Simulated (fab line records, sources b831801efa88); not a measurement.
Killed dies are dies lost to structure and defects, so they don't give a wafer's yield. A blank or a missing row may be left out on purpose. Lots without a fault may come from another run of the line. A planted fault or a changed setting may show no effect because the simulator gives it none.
A struck lot beside a sound one | flow sky130 | 16 steps out of a route of 708
Sound: wafers L943.2, L943.5, L943.6. Struck: wafers L949.1, L949.2, L949.6. The cause comes at the end.
At each step with rows: each side's tool, then ch and its chambers, then its first start. Under that, the readings that differ: sound wafers | struck wafers | difference of the means | sigmas: that difference in standard deviations of wafers without a fault.
alike: readings whose means differ by less than 2 such deviations, and words and numbers that are the same on both sides. not compared: withheld readings, readings that some wafer has no value for, bounds like >300 that may hide the same value, and numbers for which the record gives no deviation and whose values overlap.
The two part at a step that has a row with sigmas, a row that says differs or no value, or rows on one side only. Numbers that don't overlap but have no deviation are shown without sigmas and don't part them. A reading that every wafer of one side lacks parts them only if that side has two wafers or more.

first, 8 steps without rows for these wafers: SKY_METAL1_DEHYDRATE_07 (time 60 s); SKY_METAL1_HMDS_08 (prime time 60 s); SKY_METAL1_COAT_09 (resist thk 60 nm); SKY_METAL1_COAT_10 (resist thk 450 nm); SKY_METAL1_SOFTBAKE_11 (time 90 s); SKY_METAL1_EXPOSE_12 (exposes mask MM1, target cd 140 nm); SKY_METAL1_PEB_13; SKY_METAL1_DEVELOP_14 (develop time 60 s).
SKY_METAL1_CD_MEAS_15: target cd 140 nm.
  sound on cd_sem-01, day 35 18:42; struck on cd_sem-02, day 37 14:47
  alike: cd_nm
SKY_METAL1_OVL_MEAS_16:
  sound on overlay-01, day 35 18:48; struck on overlay-01, day 37 14:54
  alike: METAL1_OVL
SKY_METAL1_DESCUM_17: chemistry O2, time 8 s.
  sound on rie_metal-02 ch 0,1, day 35 18:50; struck on rie_metal-04 ch 0,1, day 37 14:56
  alike: drypump_motor_current_A, oes_product_au
  not compared: rf_hours_counter_h
SKY_METAL1_ETCH_18: etches BARC in N2/H2, stops on SiO2, time 45.9 s, target depth 60 nm.
  sound on rie_metal-02 ch 0,1, day 35 18:52; struck on rie_metal-04 ch 0,1, day 37 14:58
  alike: drypump_motor_current_A, oes_product_au, throttle_valve_pct
  not compared: rf_hours_counter_h
SKY_METAL1_METAL_ETCH_19: etches the open film in Cl2/BCl3, stops on SiO2, target depth 360 nm, time 78 s.
  sound on rie_metal-02 ch 0,1, day 35 18:56; struck on rie_metal-04 ch 0,1, day 37 15:02
  reading                                       | sound             | struck                  | difference | sigmas
  oes_product_au (a.u.)                         | 0.840 0.866 0.856 | 0.784 0.789 0.772       | -0.072     | -11
  over_etch_frac                                | 0.3 0.3 0.3       | 0.50711 0.50711 0.50711 | +0.20711   |
  model.KrF-thick_of_METAL1_COAT_10.thk_nm (nm) | 155.2 152.1 153.5 | 130.1 119.4 124.7       | -28.9      |
  alike: drypump_motor_current_A, throttle_valve_pct
  not compared: rf_hours_counter_h, model.METAL1.cd_nm
SKY_METAL1_STRIP_20: strips in O2/N2.
  sound on plasma_asher-03 ch 0,1, day 35 19:01; struck on plasma_asher-04 ch 0,1, day 37 15:07
  reading                      | sound             | struck            | difference | sigmas
  oes_product_au (a.u.)        | 0.345 0.338 0.344 | 0.327 0.332 0.333 | -0.012     | -2
  strip_time_to_endpoint_s (s) | 2.68 2.61 2.65    | 2.38 2.27 2.33    | -0.32      | -6
  alike: drypump_motor_current_A
  not compared: rf_hours_counter_h
then, 1 step without rows for these wafers: SKY_METAL1_STRIP_21 (strips in post etch residue remover, time 1200 s).
-- the record jumps here: 12 days lie between the struck wafers' starts before and after (it left off in module METAL1 and takes up again in module PAD_OPEN, whose first step shown is number 708 of the route) --
SKY_PAD_OPEN_PROBE_99:
  sound on prober-01, day 48 03:33; struck on prober-01, day 49 09:14
  reading                      | sound               | struck              | difference | sigmas
  model.etest.met1.line_ohm_um | 0.9541 0.9355 0.922 | 1.012 0.9641 0.9788 | +0.048     |
  alike: defect_limited_yield, killed_at_M0_to_M3, killed_at_M4_up, killed_at_contacts, killed_at_front_end, killed_at_other, killed_dies, killed_open, killed_short, sort_bin_3_pad_short, sort_bin_5_function, sort_bin_6_memory, sort_n_pass, sort_yield_pct
  not compared: model.etest.met1.width_nm

WHERE THEY PART
First at SKY_METAL1_METAL_ETCH_19; last, within this record, at SKY_METAL1_STRIP_20. Later steps at which nothing parts them and some readings are alike: SKY_PAD_OPEN_PROBE_99.

WHY: what the simulator had put in
Process parameter drift: rie_metal-04, from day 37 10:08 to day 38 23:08, at SKY_METAL1_METAL_ETCH_19. Setting over_etch_frac, moved by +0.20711, from 0.3. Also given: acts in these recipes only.
